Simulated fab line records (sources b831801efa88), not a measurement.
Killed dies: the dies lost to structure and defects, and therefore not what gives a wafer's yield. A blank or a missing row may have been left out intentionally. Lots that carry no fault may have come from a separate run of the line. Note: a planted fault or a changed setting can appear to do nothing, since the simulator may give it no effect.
fab line records	flow sky130
[record] lots = 7	wafers = 21	lastDay = 49
route steps=708 shown PWDE@48 NWELL@56 PAD_OPEN@708
lots that met no fault: taken from a fault-free run of the same line
startH: start of the lot's first displayed wafer, in hours after the record's first day	waitH: hours elapsed since this lot's preceding step	" same as the row above	L1.1+2: a single row standing in for several wafers	- no value, or no start given	* or withheld: withheld	< > ~ a bound
route shown NAME@n: NAME is a module with steps in the file, n the number in the route of the first one	usual: average and standard deviation across the fault-free wafers	same: alike in all rows	chamber/n: place in a boat	sites: per-site readings	_std_site: standard deviation across them	_edge_site: inner sites' mean taken away from outer sites' mean	radiusMm: for every site, how far away it sits from the centre of the wafer	mask NAME#n: copy n	behind: the tool/chamber that last shaped the wafer	hold: what put the lot on hold/how long, in hours/how the hold closed	device: which transistor (n, p or np) failed to switch	end of line: tests run on the same wafers once the route is complete	a step given without rows: its recipe and nothing more	killed: the dies lost at the first sort to structure and to defects; this is not the yield of the wafer	map: the dies of a wafer, with x for killed, . for not killed, _ for no die there
set.NAME: setting as actually run; set.NAME@STEP: the setting as run at that earlier step	model.NAME: the simulator's own value behind a step, which no gauge read
lots at some steps of the route; a table a step, a row a wafer
services: when a tool's chamber went out of use (startH, in hours from the record's first day, below 0 if earlier), for how many hours, and the reason
[[steps]]
[step SKY_PWDE_SOFTBAKE_03]
[recipe] tempC = 110	timeS = withheld
[step SKY_PWDE_EXPOSE_04]
[recipe] maskId = PWDEM	na = 0.6	sourceShape = conventional	sigmaOuter = 0.6	polarization = unpolarized	targetCdNm = 840	doseMj = 214
[step SKY_PWDE_PEB_05]
[recipe] tempC = 115	timeS = withheld
[step SKY_PWDE_DEVELOP_06]
[recipe] wallAngleDeg = 90	developer = TMAH	developTimeS = 60	devTempC = 23
[step SKY_PWDE_OVL_MEAS_07]
[usual] PWDE_OVL = -0.4/1.5
lot.wafer	tool	chamber	startH	waitH	PWDE_OVL[nm]
L681.1	overlay-02	-	90.87	-	-0.5
L681.5	"	-	"	"	-3.6
L681.6	"	-	"	"	-0.9
L683.1	overlay-01	-	105.18	-	-1.1
L683.2	"	-	"	"	-2.3
L683.3	"	-	"	"	-1.7
L688.1	overlay-02	-	132.78	-	-2.7
L688.2	"	-	"	"	-1.6
L688.4	"	-	"	"	-3.9
L690.1	overlay-01	-	145.88	-	0.9
L690.3	"	-	"	"	1.2
L690.5	"	-	"	"	0.4
L691.1	overlay-02	-	148.60	-	-0.3
L691.2	"	-	"	"	-0.9
L691.5	"	-	"	"	-0.9
L692.1	overlay-02	-	152.65	-	-2.5
L692.4	"	-	"	"	-0.2
L692.6	"	-	"	"	-1.3
L693.1	overlay-02	-	157.58	-	-1.7
L693.2	"	-	"	"	-1.6
L693.6	"	-	"	"	-0.8
[step SKY_PWDE_IMPLANT_08]
[recipe] species = B	energyKev = 150	doseCm2 = 3.6e+12	tiltDeg = withheld
[step SKY_PWDE_STRIP_09]
[recipe] chemistry = O2/N2	powerW = 1400	pressureMtorr = 1500	platenTempC = withheld	o2FlowSccm = 3000	n2FlowSccm = 300	overashFraction = 0.5
[usual] drypumpMotorCurrentA = 5.7/0.73	oesProductAu = 0.722/0.0047	stripTimeToEndpointS = 36.95/0.12
lot.wafer	tool	chamber	startH	waitH	drypumpMotorCurrentA	oesProductAu	rfHoursCounterH	stripTimeToEndpointS
L681.1	plasmaAsher-03	1	91.06	0.1	5.3	0.723	41	36.92
L681.5	"	1	"	"	5.3	0.718	-	36.97
L681.6	"	0	"	"	6.2	0.719	-	36.94
L683.1	plasmaAsher-04	0	105.37	0.1	5.1	0.719	44	37.09
L683.2	"	1	"	"	6.7	0.726	44	36.91
L683.3	"	0	"	"	5.1	0.715	-	37.03
L688.1	plasmaAsher-03	1	132.97	0.1	5.3	0.722	0	37.00
L688.2	"	0	"	"	6.2	0.720	0	37.05
L688.4	"	1	"	"	5.3	0.722	-	37.02
L690.1	plasmaAsher-04	0	146.07	0.1	5.2	0.726	49	36.89
L690.3	"	0	"	"	5.2	0.720	-	36.87
L690.5	"	1	"	"	6.7	0.727	-	36.81
L691.1	plasmaAsher-04	1	148.79	0.1	6.7	0.724	49	36.95
L691.2	"	0	"	"	5.1	0.719	49	36.91
L691.5	"	1	"	"	6.7	0.724	-	36.90
L692.1	plasmaAsher-04	1	152.84	0.1	6.7	0.722	50	36.92
L692.4	"	1	"	"	6.7	0.729	-	37.01
L692.6	"	1	"	"	6.7	0.704	-	37.00
L693.1	plasmaAsher-01	1	157.77	0.1	5.2	0.727	48	36.99
L693.2	"	0	"	"	4.8	0.725	48	37.11
L693.6	"	0	"	"	4.9	0.718	-	37.08
[step SKY_PWDE_TW_MEAS_10]
[usual] PWDE_TW = 375/3.4
lot.wafer	tool	chamber	startH	waitH	PWDE_TW
L681.1	filmMetro-03	-	91.16	0.1	371
L681.5	"	-	"	"	373
L681.6	"	-	"	"	372
L683.1	filmMetro-01	-	105.47	0.1	376
L683.2	"	-	"	"	378
L683.3	"	-	"	"	376
L688.1	filmMetro-01	-	133.07	0.1	376
L688.2	"	-	"	"	378
L688.4	"	-	"	"	377
L690.1	filmMetro-03	-	146.17	0.1	368
L690.3	"	-	"	"	370
L690.5	"	-	"	"	370
L691.1	filmMetro-04	-	148.89	0.1	381
L691.2	"	-	"	"	379
L691.5	"	-	"	"	383
L692.1	filmMetro-01	-	152.94	0.1	377
L692.4	"	-	"	"	373
L692.6	"	-	"	"	376
L693.1	filmMetro-04	-	157.87	0.1	380
L693.2	"	-	"	"	379
L693.6	"	-	"	"	379
[step SKY_NWELL_DEHYDRATE_03]
[recipe] tempC = 200	timeS = 60
[step SKY_NWELL_HMDS_04]
[recipe] primeTimeS = 60	primeTempC = 120
[step SKY_NWELL_COAT_05]
[recipe] spinRpm = 2000	resistThkNm = 3000
[step SKY_NWELL_SOFTBAKE_06]
[recipe] tempC = 110	timeS = withheld
[step SKY_NWELL_EXPOSE_07]
[recipe] maskId = NWM	na = 0.6	sourceShape = conventional	sigmaOuter = 0.6	polarization = unpolarized	targetCdNm = 840	doseMj = 255
[usual] exposureDoseMJCm2 = 254.98/0.28
[same] sigmaOuter = 0.6
lot.wafer	tool	chamber	startH	waitH	mask	exposureDoseMJCm2	model.NWELL.overlayXNm
L681.1	ilineStepper-02	0	100.07	-	NWM#0	254.65	0.4575
L681.5	"	0	"	"	NWM#0	254.56	0.4575
L681.6	"	0	"	"	NWM#0	254.49	0.4575
L683.1	ilineStepper-02	0	114.35	-	NWM#0	255.20	-0.329
L683.2	"	0	"	"	NWM#0	255.13	-0.329
L683.3	"	0	"	"	NWM#0	255.08	-0.329
L688.1	ilineStepper-02	0	142.21	-	NWM#0	254.80	0.07093
L688.2	"	0	"	"	NWM#0	254.82	0.07093
L688.4	"	0	"	"	NWM#0	254.94	0.07093
L690.1	ilineStepper-02	0	156.30	-	NWM#0	255.29	156.4
L690.3	"	0	"	"	NWM#0	254.86	156.4
L690.5	"	0	"	"	NWM#0	255.45	156.4
L691.1	ilineStepper-02	0	158.50	-	NWM#0	255.17	154.7
L691.2	"	0	"	"	NWM#0	254.87	154.7
L691.5	"	0	"	"	NWM#0	254.92	154.7
L692.1	ilineStepper-01	0	162.84	-	NWM#0	254.67	-1.423
L692.4	"	0	"	"	NWM#0	254.79	-1.423
L692.6	"	0	"	"	NWM#0	254.95	-1.423
L693.1	ilineStepper-02	0	168.33	-	NWM#0	255.11	155.6
L693.2	"	0	"	"	NWM#0	254.88	155.6
L693.6	"	0	"	"	NWM#0	255.15	155.6
[step SKY_NWELL_PEB_08]
[recipe] tempC = 115	timeS = withheld
[step SKY_NWELL_DEVELOP_09]
[recipe] wallAngleDeg = 90	developer = TMAH	developTimeS = 60	devTempC = 23
[step SKY_NWELL_OVL_MEAS_10]
[usual] NWELL_00_OVL = -0.3/1.4
lot.wafer	tool	chamber	startH	waitH	NWELL_00_OVL[nm]
L681.1	overlay-02	-	108.81	-	1.4
L681.5	"	-	"	"	0.9
L681.6	"	-	"	"	-0.4
L683.1	overlay-02	-	122.76	-	-0.6
L683.2	"	-	"	"	-2.2
L683.3	"	-	"	"	-2.1
L688.1	overlay-02	-	152.28	-	-0.6
L688.2	"	-	"	"	0.6
L688.4	"	-	"	"	-1.0
L690.1	overlay-02	-	165.81	-	155.6
L690.3	"	-	"	"	157.0
L690.5	"	-	"	"	156.5
L691.1	overlay-01	-	168.48	-	153.5
L691.2	"	-	"	"	156.6
L691.5	"	-	"	"	155.7
L692.1	overlay-01	-	173.76	-	-2.7
L692.4	"	-	"	"	-0.7
L692.6	"	-	"	"	-2.5
L693.1	overlay-01	-	179.05	-	155.5
L693.2	"	-	"	"	156.3
L693.6	"	-	"	"	155.4
[step SKY_NWELL_IMPLANT_11]
[recipe] species = P	energyKev = 400	doseCm2 = 1.9e+13	tiltDeg = withheld
[step SKY_PAD_OPEN_PROBE_99]
[usual] killed_at_M0_to_M3 = 44/7.4	killed_at_M4_up = 3.1/1.8	killedAtContacts = 24/5.6	killedAtFrontEnd = 15/4.9	killedAtOther = 0.4/0.59	killedDies = 87/9.8	killedOpen = 47/7.2	killedShort = 39/6.8
[same] grossDies = 492	killedAtBackSide = 0
lot.wafer	tool	chamber	startH	waitH	killed_at_M0_to_M3	killed_at_M4_up	killedAtContacts	killedAtFrontEnd	killedAtOther	killedDies	killedOpen	killedShort	model.etest.nfet_16v.rOnOhmUm	model.etest.pfet_16v.rOnOhmUm	model.etest.pfet_16v.driveUaUm	model.etest.nfet_16v.driveUaUm	model.etest.sramNfetPass.offLog10AUm
L681.1	prober-02	-	1103.13	0.1	35	7	30	16	0	88	52	36	1.423e+04	1.506e+04	242.1	215.9	-12.56
L681.5	prober-02	-	1103.33	0.2	48	1	26	17	1	93	50	43	1.428e+04	1.492e+04	242	215.5	-12.8
L681.6	prober-02	-	1103.38	0.2	45	8	21	13	0	87	44	43	1.424e+04	1.559e+04	239.8	217.9	-12.64
L683.1	prober-01	-	1120.59	0.1	41	3	25	16	0	85	44	41	1.414e+04	1.599e+04	239.1	220	-12.67
L683.2	prober-01	-	1120.64	0.1	39	6	18	19	0	82	36	46	1.417e+04	1.562e+04	242.6	220.1	-12.33
L683.3	prober-01	-	1120.69	0.2	37	4	18	16	0	75	42	33	1.4e+04	1.556e+04	244.2	222.5	-12.38
L688.1	prober-02	-	1145.95	0.1	51	2	26	13	1	93	54	38	1.427e+04	1.479e+04	246.2	219.4	-12.69
L688.2	prober-02	-	1146.00	0.1	43	5	23	16	0	87	50	37	1.426e+04	1.503e+04	245.8	219.8	-12.41
L688.4	prober-02	-	1146.10	0.2	35	4	19	14	1	73	39	34	1.42e+04	1.492e+04	246.1	220.2	-12.6
L690.1	prober-02	-	1154.48	0.1	60	2	22	13	1	98	55	43	-	-	-	-	-
L690.3	prober-02	-	1154.58	0.2	49	3	24	21	2	99	52	47	-	-	-	-	-
L690.5	prober-02	-	1154.68	0.2	38	2	28	15	1	84	47	36	-	-	-	-	-
L691.1	prober-01	-	1155.42	0.1	52	3	27	13	1	96	49	47	1.719e+04	1.796e+04	194.5	195.1	-6.211
L691.2	prober-01	-	1155.47	0.1	39	3	19	14	1	76	43	33	1.698e+04	1.809e+04	192.7	196.5	-5.601
L691.5	prober-01	-	1155.62	0.2	43	3	27	12	0	85	45	39	1.698e+04	1.796e+04	194	197.2	-5.185
L692.1	prober-02	-	1163.31	0.1	57	1	22	20	0	100	58	42	1.402e+04	1.559e+04	242.2	223.6	-12.57
L692.4	prober-02	-	1163.46	0.2	43	1	20	27	0	91	56	35	1.393e+04	1.504e+04	247.8	223	-12.62
L692.6	prober-02	-	1163.56	0.2	42	4	15	12	0	73	34	39	1.405e+04	1.564e+04	241.4	221.7	-12.89
L693.1	prober-01	-	1165.29	0.1	35	1	16	7	0	59	31	28	-	-	-	-	-
L693.2	prober-01	-	1165.34	0.1	45	0	24	12	0	81	56	25	-	-	-	-	-
L693.6	prober-01	-	1165.54	0.2	64	1	24	15	0	104	68	36	-	-	-	-	-
// killed by level:class
L681.1 LOCAL_INTERCONNECT:geometricParticle:short=9 VIA1:geometricParticle:open=9 LI_CONTACT:geometricParticle:open=8 CONTACT:geometricParticle:open=6 VIA3:geometricParticle:open=6 POLY_GATE:geometricParticle:open=5 VIA2:geometricParticle:open=5 FIELD_ISO:geometricParticle:open=4
L681.5 VIA2:geometricParticle:open=11 VIA3:geometricParticle:open=8 VIA1:geometricParticle:open=8 CONTACT:geometricParticle:short=7 POLY_GATE:geometricParticle:short=6 CONTACT:geometricParticle:open=6 LI_CONTACT:geometricParticle:open=5 VIA3:geometricParticle:short=5
L681.6 VIA2:geometricParticle:open=10 CONTACT:geometricParticle:open=8 VIA3:geometricParticle:short=8 CONTACT:geometricParticle:short=5 VIA3:geometricParticle:open=5 METAL4:geometricParticle:short=5 METAL2:geometricParticle:short=4 LI_CONTACT:geometricParticle:open=4
L683.1 VIA1:geometricParticle:open=12 CONTACT:geometricParticle:open=11 METAL1:geometricParticle:short=7 FIELD_ISO:geometricParticle:open=5 LI_CONTACT:geometricParticle:open=5 CONTACT:geometricParticle:short=5 VIA3:geometricParticle:open=5 FIELD_ISO:geometricParticle:short=4
L683.2 METAL1:geometricParticle:short=8 FIELD_ISO:geometricParticle:open=6 FIELD_ISO:geometricParticle:short=6 VIA3:geometricParticle:open=6 METAL4:geometricParticle:short=6 CONTACT:geometricParticle:short=5 CONTACT:geometricParticle:open=5 VIA1:geometricParticle:open=5
L683.3 CONTACT:geometricParticle:open=8 VIA1:geometricParticle:open=8 VIA3:geometricParticle:open=7 METAL2:geometricParticle:short=6 FIELD_ISO:geometricParticle:short=5 LOCAL_INTERCONNECT:geometricParticle:short=5 VIA2:geometricParticle:open=5 METAL1:geometricParticle:short=4
L688.1 VIA1:geometricParticle:open=14 LI_CONTACT:geometricParticle:open=10 METAL2:geometricParticle:short=8 VIA2:geometricParticle:open=7 CONTACT:geometricParticle:open=5 VIA1:geometricParticle:short=5 VIA3:geometricParticle:open=5 LOCAL_INTERCONNECT:geometricParticle:short=4
L688.2 CONTACT:geometricParticle:open=11 VIA1:geometricParticle:open=8 LI_CONTACT:geometricParticle:open=6 VIA2:geometricParticle:short=6 VIA1:geometricParticle:short=5 VIA2:geometricParticle:open=5 POLY_GATE:geometricParticle:open=4 METAL4:geometricParticle:short=4
L688.4 VIA1:geometricParticle:open=8 VIA2:geometricParticle:open=7 LI_CONTACT:geometricParticle:open=6 POLY_GATE:geometricParticle:open=5 CONTACT:geometricParticle:open=5 METAL1:geometricParticle:short=4 POLY_GATE:geometricParticle:short=3 LI_CONTACT:geometricParticle:short=3
L690.1 VIA1:geometricParticle:open=18 VIA3:geometricParticle:open=9 LI_CONTACT:geometricParticle:open=7 VIA1:geometricParticle:short=7 METAL2:geometricParticle:short=7 VIA2:geometricParticle:open=6 LOCAL_INTERCONNECT:geometricParticle:short=5 CONTACT:geometricParticle:open=5
L690.3 VIA1:geometricParticle:open=13 LI_CONTACT:geometricParticle:open=10 VIA3:geometricParticle:open=7 POLY_GATE:geometricParticle:open=6 METAL2:geometricParticle:short=6 METAL1:geometricParticle:short=5 METAL3:geometricParticle:short=5 FIELD_ISO:geometricParticle:short=4
L690.5 VIA1:geometricParticle:open=13 LI_CONTACT:geometricParticle:open=8 LOCAL_INTERCONNECT:geometricParticle:short=6 CONTACT:geometricParticle:open=6 METAL1:geometricParticle:short=5 VIA2:geometricParticle:open=5 FIELD_ISO:geometricParticle:open=4 POLY_GATE:geometricParticle:short=4
L691.1 VIA1:geometricParticle:open=18 CONTACT:geometricParticle:open=9 METAL2:geometricParticle:short=9 LOCAL_INTERCONNECT:geometricParticle:short=7 VIA2:geometricParticle:open=6 CONTACT:geometricParticle:short=6 POLY_GATE:geometricParticle:short=5 VIA1:geometricParticle:short=5
L691.2 VIA1:geometricParticle:open=8 CONTACT:geometricParticle:open=7 CONTACT:geometricParticle:short=6 METAL1:geometricParticle:short=6 VIA2:geometricParticle:open=6 VIA3:geometricParticle:open=6 POLY_GATE:geometricParticle:short=5 LI_CONTACT:geometricParticle:open=5
L691.5 VIA1:geometricParticle:open=8 LI_CONTACT:geometricParticle:open=7 VIA2:geometricParticle:open=7 LI_CONTACT:geometricParticle:short=6 CONTACT:geometricParticle:open=6 VIA1:geometricParticle:short=5 LOCAL_INTERCONNECT:geometricParticle:short=4 VIA3:geometricParticle:open=4
L692.1 VIA1:geometricParticle:open=11 VIA3:geometricParticle:open=11 CONTACT:geometricParticle:open=10 POLY_GATE:geometricParticle:open=6 METAL1:geometricParticle:short=6 LI_CONTACT:geometricParticle:open=5 CONTACT:geometricParticle:short=5 METAL2:geometricParticle:short=5
L692.4 VIA1:geometricParticle:open=13 LI_CONTACT:geometricParticle:open=9 FIELD_ISO:geometricParticle:open=8 CONTACT:geometricParticle:open=7 METAL2:geometricParticle:short=7 POLY_GATE:geometricParticle:open=6 VIA2:geometricParticle:open=6 METAL3:geometricParticle:short=4
L692.6 VIA3:geometricParticle:open=7 VIA1:geometricParticle:short=7 VIA1:geometricParticle:open=6 METAL2:geometricParticle:short=6 POLY_GATE:geometricParticle:short=5 LI_CONTACT:geometricParticle:open=5 CONTACT:geometricParticle:short=5 CONTACT:geometricParticle:open=5
L693.1 VIA1:geometricParticle:open=8 METAL1:geometricParticle:short=6 LOCAL_INTERCONNECT:geometricParticle:short=5 VIA2:geometricParticle:open=5 LI_CONTACT:geometricParticle:open=4 CONTACT:geometricParticle:open=4 VIA1:geometricParticle:short=4 VIA3:geometricParticle:open=3
L693.2 VIA1:geometricParticle:open=13 CONTACT:geometricParticle:open=9 VIA2:geometricParticle:open=9 LI_CONTACT:geometricParticle:open=8 VIA3:geometricParticle:open=7 METAL2:geometricParticle:short=6 FIELD_ISO:geometricParticle:open=4 LOCAL_INTERCONNECT:geometricParticle:short=4
L693.6 VIA1:geometricParticle:open=27 LI_CONTACT:geometricParticle:open=9 CONTACT:geometricParticle:open=9 METAL2:geometricParticle:short=8 VIA2:geometricParticle:open=8 FIELD_ISO:geometricParticle:short=7 VIA3:geometricParticle:open=7 METAL1:geometricParticle:short=6
[[services]]
tool	chamber	startH	hours	kind
plasmaAsher-03	-	92.47	28.1	pm
plasmaAsher-01	-	95.61	7.7	repair
ilineStepper-01	-	99.54	1.7	pm
plasmaAsher-03	-	120.57	9.0	pm
plasmaAsher-03	0	120.57	9.0	ventCycle
plasmaAsher-03	1	120.57	9.0	ventCycle
plasmaAsher-03	0	129.57	-	clean
plasmaAsher-03	1	129.57	-	clean
plasmaAsher-01	-	148.70	0.9	repair
ilineStepper-02	-	160.63	1.7	pm
[[key]]
[firstSign] step = SKY_NWELL_OVL_MEAS_10	reading = NWELL_00_OVL	direction = up	sigmas = 99+	usual = -0.3	struck = 155.8
effect none on later readings
[modelEffect] step = SKY_NWELL_EXPOSE_07	value = NWELL.overlayXNm	without = -0.8101	struck = 155.5
[modelEffect] step = SKY_PAD_OPEN_PROBE_99	value = etest.nfet_16v.rOnOhmUm	without = 1.417e+04	struck = 1.705e+04
metAt SKY_NWELL_EXPOSE_07
struckWafers L690.1,L690.3,L690.5,L691.1,L691.2,L691.5,L693.1,L693.2,L693.6
testerLeftOut L690,L691,L693
onsetBetween 142.21 156.30
[fault] kind = scannerMatchingOverlay	tool = ilineStepper-02	chamber = -	onsetH = 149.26	steps = SKY_NWELL_EXPOSE_07	offset = 156.35
// testerLeftOut: of these lots the tester's yield and bins aren't shown, on N5 and GAA mostly nor the transistor test; their killed dies are dies lost to structure and defects alone, not to doping, threshold or leakage, so they don't give the yield
